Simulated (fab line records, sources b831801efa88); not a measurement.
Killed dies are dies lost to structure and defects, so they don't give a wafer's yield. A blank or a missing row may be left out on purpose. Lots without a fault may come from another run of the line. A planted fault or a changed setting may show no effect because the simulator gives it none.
Which tool did it? | flow gf180mcu | 14 lots, 42 wafers sampled, at 4 steps of a route of 602

WHAT THE GAUGES READ, wafer by wafer
GF_M2_OVL_MEAS_15.
lot  | measured     | on         | M2_OVL (nm)
L969 | day 19 08:01 | overlay-02 | 2 0 5
L974 | day 21 05:45 | overlay-01 | 6 10 9
L976 | day 22 00:54 | overlay-01 | -4 3 3
L977 | day 22 14:29 | overlay-02 | -5 -6 -7
L978 | day 22 20:32 | overlay-01 | 1 -3 -4
L979 | day 23 04:51 | overlay-02 | 7 12 10
L980 | day 23 14:34 | overlay-01 | 7 6 5
L986 | day 25 10:38 | overlay-02 | -2 -6 -8
L987 | day 25 17:37 | overlay-02 | 2 -7 -8
L988 | day 26 02:23 | overlay-02 | -11 -5 -7
L989 | day 26 10:24 | overlay-01 | 2 5 5
L990 | day 26 20:54 | overlay-01 | 0 10 4
L991 | day 26 21:37 | overlay-01 | 7 7 5
L992 | day 27 02:43 | overlay-02 | 7 6 -2

WHICH TOOL RAN EACH LOT (tool, then ch and the chambers of the sampled wafers, then the start)
lot  | GF_SALICIDE_RTA_06               | GF_V1_SPUTTER_22             | GF_M2_SPUTTER_01
L969 | rtp_anneal-01 ch 0, day 15 07:29 | pvd_sputter-04, day 18 07:13 | pvd_sputter-04, day 18 07:57
L974 | rtp_anneal-02 ch 0, day 17 01:22 | pvd_sputter-02, day 20 05:31 | pvd_sputter-04, day 20 06:15
L976 | rtp_anneal-02 ch 0, day 17 19:15 | pvd_sputter-02, day 21 00:04 | pvd_sputter-04, day 21 00:47
L977 | rtp_anneal-02 ch 0, day 18 07:47 | pvd_sputter-04, day 21 13:40 | pvd_sputter-01, day 21 14:24
L978 | rtp_anneal-02 ch 0, day 18 14:06 | pvd_sputter-03, day 21 20:16 | pvd_sputter-04, day 21 21:00
L979 | rtp_anneal-01 ch 0, day 18 23:46 | pvd_sputter-03, day 22 05:01 | pvd_sputter-02, day 22 05:46
L980 | rtp_anneal-02 ch 0, day 19 09:50 | pvd_sputter-03, day 22 15:00 | pvd_sputter-04, day 22 15:44
L986 | rtp_anneal-01 ch 0, day 21 10:25 | pvd_sputter-02, day 24 12:10 | pvd_sputter-01, day 24 12:53
L987 | rtp_anneal-01 ch 0, day 21 14:46 | pvd_sputter-04, day 24 16:28 | pvd_sputter-02, day 24 19:53
L988 | rtp_anneal-01 ch 0, day 22 04:07 | pvd_sputter-03, day 25 04:01 | pvd_sputter-02, day 25 04:44
L989 | rtp_anneal-02 ch 0, day 22 13:08 | pvd_sputter-02, day 25 12:35 | pvd_sputter-01, day 25 13:19
L990 | rtp_anneal-02 ch 0, day 22 23:59 | pvd_sputter-03, day 25 23:06 | pvd_sputter-04, day 25 23:50
L991 | rtp_anneal-02 ch 0, day 23 02:20 | pvd_sputter-03, day 26 00:28 | pvd_sputter-04, day 26 01:12
L992 | rtp_anneal-02 ch 0, day 23 07:26 | pvd_sputter-03, day 26 05:12 | pvd_sputter-02, day 26 05:56
- GF_SALICIDE_RTA_06: time 30 s.
- GF_V1_SPUTTER_22: material TiN, target thk 10 nm, time 40 s.
- GF_M2_SPUTTER_01: material TiN, target thk 30 nm, time 25 s.

WHAT THE TOOLS THEMSELVES READ (means of the sampled wafers that have a number; where no wafer has one, the mark that the record gives instead)
GF_SALICIDE_RTA_06.
lot  | tool          | lamp_power_pct (%) | wafer_temp_C_max
L969 | rtp_anneal-01 | 6.2                | 531.6
L974 | rtp_anneal-02 | 7.1                | 531.5
L976 | rtp_anneal-02 | 7.1                | 531.2
L977 | rtp_anneal-02 | 7.1                | 531.4
L978 | rtp_anneal-02 | 5.2                | 460.6
L979 | rtp_anneal-01 | 6.2                | 531.2
L980 | rtp_anneal-02 | 5.2                | 461.2
L986 | rtp_anneal-01 | 6.2                | 531.3
L987 | rtp_anneal-01 | 6.2                | 531.8
L988 | rtp_anneal-01 | 6.2                | 531.5
L989 | rtp_anneal-02 | 7.1                | 531.0
L990 | rtp_anneal-02 | 7.1                | 531.9
L991 | rtp_anneal-02 | 7.1                | 531.4
L992 | rtp_anneal-02 | 7.1                | 531.3

GF_V1_SPUTTER_22.
lot  | tool           | throttle_valve_pct (%)
L969 | pvd_sputter-04 | 30.0
L974 | pvd_sputter-02 | 30.3
L976 | pvd_sputter-02 | 30.4
L977 | pvd_sputter-04 | 30.7
L978 | pvd_sputter-03 | 31.2
L979 | pvd_sputter-03 | 30.1
L980 | pvd_sputter-03 | 31.2
L986 | pvd_sputter-02 | 30.3
L987 | pvd_sputter-04 | 31.1
L988 | pvd_sputter-03 | 30.5
L989 | pvd_sputter-02 | 30.9
L990 | pvd_sputter-03 | 30.6
L991 | pvd_sputter-03 | 29.6
L992 | pvd_sputter-03 | 30.9

GF_M2_SPUTTER_01.
lot  | tool           | throttle_valve_pct (%)
L969 | pvd_sputter-04 | 30.2
L974 | pvd_sputter-04 | 30.6
L976 | pvd_sputter-04 | 30.6
L977 | pvd_sputter-01 | 28.8
L978 | pvd_sputter-04 | 31.1
L979 | pvd_sputter-02 | 31.2
L980 | pvd_sputter-04 | 30.4
L986 | pvd_sputter-01 | 27.4
L987 | pvd_sputter-02 | 30.6
L988 | pvd_sputter-02 | 30.2
L989 | pvd_sputter-01 | 28.9
L990 | pvd_sputter-04 | 30.3
L991 | pvd_sputter-04 | 30.6
L992 | pvd_sputter-02 | 30.7

THE ANSWER, worked out from the rows above alone
Rule: what is usual is taken from the lots themselves. Put in order of their means at a reading, lots are off if they are a third of the lots or fewer, leave a main group of 4 or more, and stand apart from it by a gap of 3 or more times the standard deviation of the main group's means; of several such gaps the widest counts. A main group whose means are all the same, to the digits that the tables above print for the reading, isn't used. A lot without any number at a reading at which 4 lots or more have one is off too. The other lots that the step has rows for count as sound. The gauges are gone through in route order, then the tools' own readings, and for those a lot's mean is taken as printed above. The first step at which some lot is off is used, and at that step the reading that is off furthest; a lot without a number counts as furthest.
Off: L978, L980, at GF_SALICIDE_RTA_06 (wafer_temp_C_max). The main group: mean 531.4, standard deviation 0.25.
A tool fits if, at that step or a process step before it, it ran every lot that is off, and no sound lot after the first of them. None of those tried fits.

WHAT THE SIMULATOR HAD PUT IN
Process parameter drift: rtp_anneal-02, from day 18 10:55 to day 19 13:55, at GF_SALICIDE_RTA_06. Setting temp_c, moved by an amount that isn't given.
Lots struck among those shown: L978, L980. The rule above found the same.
